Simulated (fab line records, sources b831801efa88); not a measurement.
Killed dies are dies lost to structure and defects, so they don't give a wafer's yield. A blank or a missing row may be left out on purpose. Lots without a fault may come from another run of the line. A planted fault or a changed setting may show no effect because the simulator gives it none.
fab line records | flow sky130
record lots=6 wafers=18 last_day=49
route steps=708 shown PWDE@54 NWELL@56
lots that met no fault: from a run of the same line without faults
start_h: hours from the record's first day to the start of the lot's first wafer shown | wait_h: hours since the lot's step before | " the same as in the row above | L1.1+2: a row that stands for several wafers | - no value, or no start given | * or withheld: withheld | < > ~ a bound
route shown NAME@n: a module of which the file shows steps, and the number in the route of the first | usual: mean/standard deviation of fault-free wafers | same: alike in all rows | chamber/n: place in a boat | sites: the reading at each site | _std_site: their standard deviation | _edge_site: outer sites' mean less inner sites' | radius_mm: how far each site lies from the wafer's centre | mask NAME#n: copy n | behind: the tool/chamber that last shaped the wafer | hold: why the lot was held/for how many hours/how that ended | device: the transistor (n, p or np) that didn't switch | end of line: the same wafers' tests at the end of the route | a step without rows: its recipe alone | killed: dies lost to structure and defects at the first sort, not the wafer's yield | map: a wafer's dies, x killed, . not, _ none there
set.NAME: the setting as run; set.NAME@STEP: as run at that earlier step | model.NAME: the simulator's own value behind a step, which no gauge read
lots at some steps of the route; a table a step, a row a wafer
services: from which hour (start_h, from the record's first day; less than 0 if before it) a tool's chamber was out of use, for how many hours, and why
## steps
# step SKY_PWDE_STRIP_09
# recipe chemistry=O2/N2 power_w=1400 pressure_mtorr=1500 platen_temp_c=withheld o2_flow_sccm=3000 n2_flow_sccm=300 overash_fraction=0.5
# usual drypump_motor_current_A=5.4/0.37 oes_product_au=0.723/0.0044 strip_time_to_endpoint_s=36.92/0.11
# columns lot.wafer tool chamber start_h wait_h drypump_motor_current_A oes_product_au rf_hours_counter_h strip_time_to_endpoint_s
L373.2 plasma_asher-01 1 87.99 0.1 5.7 0.717 39 36.90
L373.4 " 1 " " 5.7 0.721 - 36.83
L373.5 " 0 " " 5.4 0.718 - 36.88
L377.1 plasma_asher-01 0 119.69 0.1 5.4 0.721 0 36.99
L377.2 " 1 " " 5.7 0.723 0 36.79
L377.5 " 0 " " 5.4 0.711 - 36.85
L378.2 plasma_asher-04 1 130.36 0.1 5.0 0.720 46 36.80
L378.3 " 0 " " 6.2 0.726 - 36.92
L378.6 " 0 " " 6.3 0.734 - 36.78
L385.2 plasma_asher-04 1 169.02 0.1 5.0 0.721 49 36.96
L385.4 " 0 " " 6.3 0.723 - 36.95
L385.5 " 1 " " 5.0 0.725 - 36.91
L387.1 plasma_asher-03 0 175.71 0.1 5.0 0.723 36 36.94
L387.3 " 0 " " 5.0 0.718 - 36.94
L387.4 " 1 " " 5.4 0.723 - 36.92
L388.1 plasma_asher-03 1 176.22 0.1 5.4 0.719 36 37.05
L388.2 " 0 " " 5.0 0.717 36 37.02
L388.3 " 0 " " 5.0 0.716 - 37.05
# step SKY_PWDE_TW_MEAS_10
# usual PWDE_TW=373.0/3
# columns lot.wafer tool chamber start_h wait_h PWDE_TW
L373.2 film_metro-02 - 88.10 0.1 368.7
L373.4 " - " " 370.7
L373.5 " - " " 368.7
L377.1 film_metro-04 - 119.79 0.1 373.7
L377.2 " - " " 375.2
L377.5 " - " " 375.4
L378.2 film_metro-02 - 130.47 0.1 369.2
L378.3 " - " " 370.0
L378.6 " - " " 370.2
L385.2 film_metro-04 - 169.13 0.1 374.4
L385.4 " - " " 373.3
L385.5 " - " " 372.3
L387.1 film_metro-01 - 175.81 0.1 375.3
L387.3 " - " " 375.9
L387.4 " - " " 376.8
L388.1 film_metro-04 - 176.32 0.1 371.3
L388.2 " - " " 370.4
L388.3 " - " " 372.2
# step SKY_NWELL_DEHYDRATE_03
# recipe temp_c=200 time_s=60
# step SKY_NWELL_HMDS_04
# recipe prime_time_s=60 prime_temp_c=120
# step SKY_NWELL_COAT_05
# recipe spin_rpm=2000 resist_thk_nm=3000
# step SKY_NWELL_SOFTBAKE_06
# recipe temp_c=110 time_s=withheld
# step SKY_NWELL_EXPOSE_07
# recipe mask_id=NWM na=0.6 source_shape=conventional sigma_outer=0.6 polarization=unpolarized target_cd_nm=840 dose_mj=255
# step SKY_NWELL_PEB_08
# recipe temp_c=115 time_s=withheld
# step SKY_NWELL_DEVELOP_09
# recipe wall_angle_deg=90 developer=TMAH develop_time_s=60 dev_temp_c=23
# step SKY_NWELL_OVL_MEAS_10
# usual NWELL_00_OVL=-0.3/1.4
# columns lot.wafer tool chamber start_h wait_h NWELL_00_OVL[nm]
L373.2 overlay-01 - 104.17 - 0.6
L373.4 " - " " -1.0
L373.5 " - " " -0.2
L377.1 overlay-02 - 137.16 - 0.0
L377.2 " - " " 2.0
L377.5 " - " " 0.8
L378.2 overlay-01 - 148.13 - 0.4
L378.3 " - " " 1.5
L378.6 " - " " 0.6
L385.2 overlay-01 - 188.67 - -3.3
L385.4 " - " " -1.3
L385.5 " - " " -2.2
L387.1 overlay-02 - 195.97 - -2.8
L387.3 " - " " -2.2
L387.4 " - " " -2.0
L388.1 overlay-01 - 196.76 - -0.9
L388.2 " - " " -0.9
L388.3 " - " " -0.6
# step SKY_NWELL_IMPLANT_11
# recipe species=P energy_kev=400 dose_cm2=1.9e+13 tilt_deg=withheld
# step SKY_NWELL_IMPLANT_12
# recipe species=P energy_kev=120 dose_cm2=1.3e+12 tilt_deg=withheld
# step SKY_NWELL_IMPLANT_13
# recipe species=P energy_kev=50 dose_cm2=7e+11 tilt_deg=withheld
# usual beam_energy_keV=49.999/0.015 beam_on_s=10.01/0.18 end_station_pressure_torr=4.99e-06/2.8e-07
# columns lot.wafer tool chamber start_h wait_h beam_energy_keV beam_on_s end_station_pressure_torr
L373.2 implanter-04 0 104.52 0.1 50.000 9.90 4.91e-06
L373.4 " 0 " " 49.996 9.84 5.26e-06
L373.5 " 0 " " 50.001 10.01 4.87e-06
L377.1 implanter-03 - 137.50 0.1 - - -
L377.2 " - " " - - -
L377.5 " - " " - - -
L378.2 implanter-01 - 148.48 0.1 - - -
L378.3 " - " " - - -
L378.6 " - " " - - -
L385.2 implanter-01 0 189.03 0.1 49.999 9.92 5e-06
L385.4 " 0 " " 50.011 10.23 5.21e-06
L385.5 " 0 " " 50.029 10.13 4.48e-06
L387.1 implanter-01 0 196.30 0.1 49.989 10.03 4.88e-06
L387.3 " 0 " " 49.994 9.78 4.92e-06
L387.4 " 0 " " 50.010 9.95 4.53e-06
L388.1 implanter-04 0 197.10 0.1 50.002 9.94 4.92e-06
L388.2 " 0 " " 50.016 9.98 4.92e-06
L388.3 " 0 " " 50.022 10.12 5.15e-06
# step SKY_NWELL_STRIP_14
# recipe chemistry=O2/N2 power_w=1400 pressure_mtorr=1500 platen_temp_c=withheld o2_flow_sccm=3000 n2_flow_sccm=300 overash_fraction=0.5
# usual drypump_motor_current_A=5.42/0.23 oes_product_au=0.722/0.0045 strip_time_to_endpoint_s=36.93/0.097
# columns lot.wafer tool chamber start_h wait_h drypump_motor_current_A oes_product_au rf_hours_counter_h strip_time_to_endpoint_s
L373.2 plasma_asher-03 0 104.65 0.1 4.99 0.724 29 36.86
L373.4 " 0 " " 5.04 0.729 - 36.88
L373.5 " 0 " " 5.04 0.718 - 36.89
L377.1 plasma_asher-03 1 137.65 0.1 5.36 0.719 32 36.86
L377.2 " 0 " " 4.99 0.725 32 36.85
L377.5 " 0 " " 4.98 0.725 - 36.90
L378.2 plasma_asher-03 1 148.61 0.1 5.38 0.724 33 36.91
L378.3 " 0 " " 5.00 0.722 - 36.88
L378.6 " 0 " " 5.04 0.719 - 36.90
L385.2 plasma_asher-03 1 189.15 0.1 5.37 0.715 37 36.94
L385.4 " 0 " " 5.02 0.725 - 37.05
L385.5 " 1 " " 5.37 0.722 - 36.96
L387.1 plasma_asher-01 1 196.45 0.1 5.70 0.724 7 37.28
L387.3 " 1 " " 5.70 0.726 - 37.04
L387.4 " 0 " " 5.34 0.725 - 37.12
L388.1 plasma_asher-02 1 197.25 0.1 5.42 0.723 52 36.78
L388.2 " 0 " " 5.69 0.723 52 36.83
L388.3 " 0 " " 5.66 0.718 - 36.77
# step SKY_NWELL_TW_MEAS_15
# usual NWELL_TW=1817/14
# columns lot.wafer tool chamber start_h wait_h NWELL_TW
L373.2 film_metro-04 - 104.76 0.1 1815
L373.4 " - " " 1820
L373.5 " - " " 1822
L377.1 film_metro-02 - 137.78 0.1 1795
L377.2 " - " " 1786
L377.5 " - " " 1791
L378.2 film_metro-04 - 148.72 0.1 1799
L378.3 " - " " 1788
L378.6 " - " " 1790
L385.2 film_metro-04 - 189.26 0.1 1817
L385.4 " - " " 1809
L385.5 " - " " 1810
L387.1 film_metro-01 - 196.55 0.1 1821
L387.3 " - " " 1823
L387.4 " - " " 1826
L388.1 film_metro-01 - 197.35 0.1 1836
L388.2 " - " " 1844
L388.3 " - " " 1844
# step SKY_NWELL_DEHYDRATE_16
# recipe temp_c=200 time_s=60
# step SKY_NWELL_HMDS_17
# recipe prime_time_s=60 prime_temp_c=120
# step SKY_NWELL_COAT_18
# recipe spin_rpm=2000 resist_thk_nm=3000
# step SKY_NWELL_SOFTBAKE_19
# recipe temp_c=110 time_s=withheld
# step SKY_NWELL_EXPOSE_20
# recipe mask_id=NWM_COMPLEMENT na=0.6 source_shape=conventional sigma_outer=0.6 polarization=unpolarized target_cd_nm=840 dose_mj=260
# step SKY_NWELL_PEB_21
# recipe temp_c=115 time_s=withheld
# step SKY_NWELL_DEVELOP_22
# recipe wall_angle_deg=90 developer=TMAH develop_time_s=60 dev_temp_c=23
# step SKY_NWELL_OVL_MEAS_23
# usual NWELL_01_OVL=0.1/1.3
# columns lot.wafer tool chamber start_h wait_h NWELL_01_OVL[nm]
L373.2 overlay-02 - 121.76 - 1.4
L373.4 " - " " 1.3
L373.5 " - " " 1.2
L377.1 overlay-02 - 155.77 - -0.8
L377.2 " - " " -1.8
L377.5 " - " " 0.8
L378.2 overlay-02 - 168.52 - -0.5
L378.3 " - " " -0.9
L378.6 " - " " -0.2
L385.2 overlay-02 - 210.82 - -2.2
L385.4 " - " " 0.6
L385.5 " - " " -0.1
L387.1 overlay-01 - 217.86 - -1.9
L387.3 " - " " -2.3
L387.4 " - " " -1.8
L388.1 overlay-02 - 218.87 - -1.1
L388.2 " - " " -0.8
L388.3 " - " " -1.2
# step SKY_NWELL_IMPLANT_24
# recipe species=B energy_kev=140 dose_cm2=9.2e+12 tilt_deg=withheld
# step SKY_NWELL_STRIP_25
# recipe chemistry=O2/N2 power_w=1400 pressure_mtorr=1500 platen_temp_c=withheld o2_flow_sccm=3000 n2_flow_sccm=300 overash_fraction=0.5
# usual drypump_motor_current_A=5.40/0.23 oes_product_au=0.723/0.0047 strip_time_to_endpoint_s=36.95/0.12
# columns lot.wafer tool chamber start_h wait_h drypump_motor_current_A oes_product_au rf_hours_counter_h strip_time_to_endpoint_s
L373.2 plasma_asher-02 0 121.94 0.1 5.67 0.724 45 37.14
L373.4 " 0 " " 5.66 0.724 - 37.20
L373.5 " 0 " " 5.72 0.721 - 37.17
L377.1 plasma_asher-03 1 155.96 0.1 5.38 0.725 34 36.83
L377.2 " 0 " " 5.00 0.721 34 36.93
L377.5 " 1 " " 5.38 0.723 - 36.97
L378.2 plasma_asher-01 0 168.70 0.1 5.36 0.720 5 37.10
L378.3 " 0 " " 5.36 0.721 - 37.14
L378.6 " 0 " " 5.35 0.724 - 37.19
L385.2 plasma_asher-02 0 211.00 0.1 5.68 0.725 54 36.90
L385.4 " 1 " " 5.42 0.721 - 36.97
L385.5 " 1 " " 5.41 0.720 - 36.78
L387.1 plasma_asher-02 1 218.05 0.1 5.42 0.724 54 37.08
L387.3 " 0 " " 5.67 0.730 - 37.01
L387.4 " 1 " " 5.43 0.719 - 37.06
L388.1 plasma_asher-03 1 219.05 0.1 5.37 0.726 40 36.95
L388.2 " 0 " " 5.03 0.728 40 36.98
L388.3 " 0 " " 5.02 0.715 - 36.91
# step SKY_NWELL_TW_MEAS_26
# usual NWELL_2_TW=495/3.5
# columns lot.wafer tool chamber start_h wait_h NWELL_2_TW
L373.2 film_metro-02 - 122.05 0.1 491
L373.4 " - " " 494
L373.5 " - " " 487
L377.1 film_metro-04 - 156.06 0.1 491
L377.2 " - " " 490
L377.5 " - " " 494
L378.2 film_metro-02 - 168.81 0.1 488
L378.3 " - " " 493
L378.6 " - " " 492
L385.2 film_metro-04 - 211.11 0.1 497
L385.4 " - " " 498
L385.5 " - " " 496
L387.1 film_metro-04 - 218.15 0.1 500
L387.3 " - " " 496
L387.4 " - " " 497
L388.1 film_metro-01 - 219.15 0.1 500
L388.2 " - " " 501
L388.3 " - " " 501
# step SKY_NWELL_CLEAN_27
# recipe chemistry=SC1/SC2 mix=1:4:20 temp_c=70 time_s=150 dry=n2_spin
# step SKY_NWELL_RTA_28
# recipe temp_c=1050 time_s=30 idle_temp_c=650 ramp_up_c_per_s=150 ramp_down_c_per_s=90 ambient=N2
# usual lamp_power_pct=25.30/0.052 ramp_up_c_per_s=150.00/0.027 wafer_temp_C_max=1054.8/0.89
# columns lot.wafer tool chamber start_h wait_h lamp_power_pct ramp_up_c_per_s wafer_temp_C_max
L373.2 rtp_anneal-01 0 122.16 0.0 25.24 149.97 1054.6
L373.4 " 0 " " 25.39 150.03 1055.3
L373.5 " 0 " " 25.34 149.98 1053.5
L377.1 rtp_anneal-02 0 156.17 0.0 25.26 150.01 1053.3
L377.2 " 0 " " 25.24 150.02 1054.5
L377.5 " 0 " " 25.21 149.95 1055.4
L378.2 rtp_anneal-01 0 168.93 0.0 25.32 150.03 1055.8
L378.3 " 0 " " 25.35 150.00 1056.1
L378.6 " 0 " " 25.32 150.01 1054.3
L385.2 rtp_anneal-01 0 211.23 0.0 25.34 149.97 1054.4
L385.4 " 0 " " 25.32 150.01 1053.9
L385.5 " 0 " " 25.33 150.00 1054.4
L387.1 rtp_anneal-01 0 218.26 0.0 25.31 150.05 1054.3
L387.3 " 0 " " 25.23 150.01 1054.5
L387.4 " 0 " " 25.24 150.05 1054.7
L388.1 rtp_anneal-02 0 219.27 0.0 25.27 150.00 1054.2
L388.2 " 0 " " 25.28 150.03 1055.3
L388.3 " 0 " " 25.29 150.03 1053.9
# step SKY_NWELL_RS_MEAS_29
# recipe thk_meas_gauge=four-point-probe
# usual NWELL_RS=624.6/1.7
# columns lot.wafer tool chamber start_h wait_h NWELL_RS[ohm/sq]
L373.2 film_metro-04 - 122.27 0.1 625.6
L373.4 " - " " 623.8
L373.5 " - " " 623.3
L377.1 film_metro-04 - 156.27 0.1 655.5
L377.2 " - " " 652.3
L377.5 " - " " 654.9
L378.2 film_metro-01 - 169.03 0.1 652.9
L378.3 " - " " 652.3
L378.6 " - " " 652.7
L385.2 film_metro-01 - 211.33 0.1 624.6
L385.4 " - " " 625.1
L385.5 " - " " 625.0
L387.1 film_metro-02 - 218.36 0.1 626.6
L387.3 " - " " 624.8
L387.4 " - " " 623.8
L388.1 film_metro-04 - 219.37 0.1 623.3
L388.2 " - " " 623.0
L388.3 " - " " 623.5
## services
# columns tool chamber start_h hours kind
implanter-03 - 68.84 1.6 repair
implanter-03 - 78.37 16.9 pm
implanter-01 - 79.84 3.5 repair
plasma_asher-04 - 80.81 2.8 pm
implanter-01 - 84.27 2.6 repair
plasma_asher-04 - 88.59 0.4 repair
plasma_asher-01 - 108.75 9.0 pm
plasma_asher-01 0 108.75 9.7 vent_cycle
plasma_asher-01 1 108.75 9.7 vent_cycle
plasma_asher-01 - 114.63 3.8 repair
plasma_asher-01 0 117.75 - clean
plasma_asher-01 1 117.75 - clean
implanter-03 - 126.19 2.5 pm
implanter-03 - 161.29 1.5 repair
implanter-03 - 186.30 5.0 repair
implanter-01 - 206.75 9.3 repair
## key
first_sign step=SKY_NWELL_IMPLANT_13 reading=tool_record direction=missing
effect step=SKY_NWELL_RS_MEAS_29 reading=NWELL_RS direction=up sigmas=17 usual=624.6 struck=653.4
met_at SKY_NWELL_IMPLANT_13
struck_wafers L377.1,L377.2,L377.5,L378.2,L378.3,L378.6
later_rows_left_out L377.1,L377.2,L377.5,L378.2,L378.3,L378.6
sort_left_out L377.1,L377.2,L377.5,L378.2,L378.3,L378.6
tester_left_out L377,L378
fault kind=skipped_step_whole tool=implanter-01,implanter-03 chamber=- onset_h=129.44 steps=SKY_NWELL_IMPLANT_13 scope=struck_lots_only
# tester_left_out: of these lots the tester's yield and bins aren't shown, on N5 and GAA mostly nor the transistor test; their killed dies are dies lost to structure and defects alone, not to doping, threshold or leakage, so they don't give the yield
# sort_left_out: the simulated sort isn't trusted on such a fault, so these wafers' sort isn't shown, and their yield isn't known
# later_rows_left_out: the simulator's readings of these wafers behind a module that went badly wrong aren't trusted and aren't shown, but for the sort
